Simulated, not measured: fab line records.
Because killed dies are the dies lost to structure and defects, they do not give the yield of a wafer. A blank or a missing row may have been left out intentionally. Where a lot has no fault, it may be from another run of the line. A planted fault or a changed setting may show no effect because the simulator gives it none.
Chamber matching ; flow gf180mcu ; GF_V4_CMP_04 on cmp-01: 4 sister chambers
The step polishes SiO2. 4 wafers are shown with their chamber, then 7 later ones without.

## EACH WAFER AND ITS CHAMBER
wafer;chamber;motor_current_A (A)
L609.3;1;9.8
L623.3;2;12.4
L625.3;0;12.8
L625.5;3;13.6

## WAFERS WITH NO CHAMBER GIVEN
wafer;motor_current_A (A)
L625.6;11.6
L626.1;9.5
L626.3;12.0
L626.5;10.0
L628.3;12.7
L628.4;10.1
L628.6;13.4

## CHAMBER TAKEN BY EACH
wafer;from the rows above;in truth
L625.6;can't be placed: 2 or 0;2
L626.1;1;1
L626.3;can't be placed: 2 or 0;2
L626.5;1;1
L628.3;can't be placed: 0 or 2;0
L628.4;1;1
L628.6;can't be placed: 3 or 0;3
Placed correctly: 3 of 7. Unplaceable from these rows: 4, with the true chamber sitting among the candidates in 4. 0 placed wrongly.
How it was worked out, from the rows above alone: a wafer's distance from a chamber is the root of the sum, over the readings, of the square of ((its reading less the chamber's mean) divided by the reading's scatter). If the next closest chamber is less than 2 further off than the closest, the wafer can't be placed; otherwise it belongs to the closest. The mean given for a chamber averages the wafers shown for that chamber. The scatter: with one shown wafer a chamber, the root of the mean of the squares of how far each hidden wafer lies from its nearest shown one.
